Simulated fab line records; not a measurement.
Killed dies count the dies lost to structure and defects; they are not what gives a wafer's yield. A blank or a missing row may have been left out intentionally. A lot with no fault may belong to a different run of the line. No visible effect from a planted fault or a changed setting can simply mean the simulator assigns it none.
Which tool was responsible? | flow gf180mcu | 12 lots, 36 wafers sampled, at 5 steps of a route of 602

## WHAT THE GAUGES SHOWED, per wafer
GF_M3_RS_MEAS_05: uses a four-point probe to measure.
lot  | measured     | on            | M3_ALCU_RS (ohm/sq)
L703 | day 20 18:53 | film metro-02 | 0.0702 0.0696 0.0692
L704 | day 21 07:00 | film metro-02 | 0.0695 0.0688 0.0688
L705 | day 21 15:05 | film metro-04 | 0.0703 0.0694 0.0683
L707 | day 22 07:26 | film metro-03 | 0.0684 0.0674 0.0677
L708 | day 23 00:43 | film metro-02 | 0.0701 0.0683 0.0694
L717 | day 25 20:40 | film metro-03 | 0.0705 0.0700 0.0699
L718 | day 26 00:31 | film metro-04 | 0.0685 0.0698 0.0714
L720 | day 26 13:55 | film metro-03 | 0.0704 0.0702 0.0704
L721 | day 26 23:40 | film metro-03 | 0.0683 0.0679 0.0680
L722 | day 27 13:16 | film metro-04 | 0.0694 0.0689 0.0696
L723 | day 27 14:32 | film metro-03 | 0.0697 0.0694 0.0695
L725 | day 28 05:19 | film metro-02 | 0.0698 0.0705 0.0705

GF_V3_BOW_MEAS_05.
lot  | measured     | on            | V3_BOW (um)
L703 | day 21 20:04 | film metro-04 | 128 118 123
L704 | day 22 07:53 | film metro-01 | 113 128 117
L705 | day 22 16:03 | film metro-02 | 110 118 114
L707 | day 23 08:03 | film metro-04 | 121 116 118
L708 | day 24 00:13 | film metro-04 | 115 109 113
L717 | day 26 18:58 | film metro-02 | 116 106 113
L718 | day 26 23:01 | film metro-02 | 113 128 123
L720 | day 27 11:43 | film metro-02 | 116 110 126
L721 | day 27 21:11 | film metro-04 | 120 123 126
L722 | day 28 10:40 | film metro-04 | 106 121 121
L723 | day 28 11:39 | film metro-01 | 128 118 119
L725 | day 29 02:05 | film metro-04 | 127 133 124

GF_V3_CD_MEAS_14: the cd target is 260 nm.
lot  | measured     | on        | cd nm (nm)
L703 | day 22 18:56 | cd sem-01 | 258.3 258.5 258.4
L704 | day 23 06:49 | cd sem-02 | 260.1 260.3 260.4
L705 | day 23 15:08 | cd sem-02 | 260.3 259.5 259.5
L707 | day 24 06:40 | cd sem-01 | 262.5 263.6 262.5
L708 | day 24 21:46 | cd sem-02 | 259.0 260.2 258.7
L717 | day 27 15:22 | cd sem-02 | 215.0 213.0 213.8
L718 | day 27 19:29 | cd sem-01 | 216.2 216.7 216.0
L720 | day 28 07:35 | cd sem-02 | 258.7 259.7 258.2
L721 | day 28 17:10 | cd sem-02 | 258.7 259.6 258.0
L722 | day 29 05:58 | cd sem-02 | 259.1 259.5 260.3
L723 | day 29 06:43 | cd sem-02 | 260.2 260.1 258.5
L725 | day 29 20:32 | cd sem-01 | 260.4 260.4 260.4

## WHAT TOOL EACH LOT RAN ON (gives the tool, then ch and the chambers of the sampled wafers, and finally the start)
lot  | GF_V3_CVD_02                    | GF_V3_EXPOSE_11
L703 | pecvd-03 ch 0,1,2, day 21 19:38 | krf scanner-01 ch 0, day 22 07:40
L704 | pecvd-01 ch 0,1,2, day 22 07:28 | krf scanner-02 ch 0, day 22 19:32
L705 | pecvd-03 ch 0,2, day 22 15:37   | krf scanner-02 ch 0, day 23 03:43
L707 | pecvd-03 ch 0,1,2, day 23 07:37 | krf scanner-02 ch 0, day 23 19:38
L708 | pecvd-01 ch 0,1,2, day 23 23:47 | krf scanner-02 ch 0, day 24 11:25
L717 | pecvd-04 ch 0,1,2, day 26 18:30 | krf scanner-02 ch 0, day 27 05:26
L718 | pecvd-04 ch 0,1,2, day 26 22:34 | krf scanner-02 ch 0, day 27 09:35
L720 | pecvd-01 ch 0,1, day 27 11:16   | krf scanner-01 ch 0, day 27 22:02
L721 | pecvd-03 ch 0,1,2, day 27 20:45 | krf scanner-01 ch 0, day 28 07:13
L722 | pecvd-03 ch 0,1, day 28 10:13   | krf scanner-01 ch 0, day 28 20:25
L723 | pecvd-03 ch 0,1, day 28 11:13   | krf scanner-01 ch 0, day 28 21:43
L725 | pecvd-01 ch 1,2, day 29 01:38   | krf scanner-01 ch 0, day 29 11:50
- GF_V3_CVD_02: deposits SiO2 from TEOS, target thk 850 nm, time 94.851 s.
- GF_V3_EXPOSE_11: exposes mask Via3, target cd 260 nm.

## AS READ BY THE TOOLS THEMSELVES (means over the sampled wafers that have a number; for cases with no such wafer, the mark the record gives instead)
GF_V3_CVD_02.
lot  | tool     | heater power outer w (W) | heater power w (W) | rf fwd power W (W)
L703 | pecvd-03 | 357                      | 598                | 595.5
L704 | pecvd-01 | 400                      | 680                | 595.7
L705 | pecvd-03 | 408                      | 659                | 594.8
L707 | pecvd-03 | 366                      | 624                | 595.2
L708 | pecvd-01 | 367                      | 642                | 595.6
L717 | pecvd-04 | 291                      | 524                | 596.3
L718 | pecvd-04 | 341                      | 599                | 596.4
L720 | pecvd-01 | 373                      | 646                | 593.4
L721 | pecvd-03 | 369                      | 613                | 595.7
L722 | pecvd-03 | 327                      | 575                | 597.7
L723 | pecvd-03 | 366                      | 637                | 595.8
L725 | pecvd-01 | 384                      | 667                | 595.2

GF_V3_EXPOSE_11.
lot  | tool           | exposure dose mJ cm2
L703 | krf scanner-01 | 38.44
L704 | krf scanner-02 | 38.41
L705 | krf scanner-02 | 38.42
L707 | krf scanner-02 | 38.38
L708 | krf scanner-02 | 38.43
L717 | krf scanner-02 | 28.81
L718 | krf scanner-02 | 28.85
L720 | krf scanner-01 | 38.46
L721 | krf scanner-01 | 38.47
L722 | krf scanner-01 | 38.37
L723 | krf scanner-01 | 38.47
L725 | krf scanner-01 | 38.46

## THE ANSWER, worked out from the rows above alone
Rule: usual is defined by the lots themselves. Put in order of their means at a reading, lots are off if they are a third of the lots or fewer, leave a main group of 4 or more, and stand apart from it by a gap of 3 or more times the standard deviation of the main group's means; of several such gaps the widest counts. A main group is skipped when, at the precision printed for the reading in the tables above, its means are all equal. Also off: a lot with no number at a reading for which 4 or more lots have one. Any other lot the step has rows for is counted as sound. The gauges are gone through in route order, then the tools' own readings, and for those a lot's mean is taken as printed above. At the first step where some lot is off, the reading lying furthest off is the one used; lots without a number count as furthest.
Off: L717, L718, at GF_V3_CD_MEAS_14 (cd nm). The main group: mean 259.8 nm, standard deviation 1.2.
If a tool, at a process step before that reading, ran all the lots that are off and no sound lot after the first of them, it fits. Not tried: the gauges at GF_V3_CD_MEAS_14; whatever is off there is also off at GF_V3_EXPOSE_11, on other tools, and gauge error can't account for it. This does not decide it: 2 tools fit, namely pecvd-04 at GF_V3_CVD_02 and krf scanner-02 at GF_V3_EXPOSE_11.

## WHAT HAD BEEN PUT IN BY THE SIMULATOR
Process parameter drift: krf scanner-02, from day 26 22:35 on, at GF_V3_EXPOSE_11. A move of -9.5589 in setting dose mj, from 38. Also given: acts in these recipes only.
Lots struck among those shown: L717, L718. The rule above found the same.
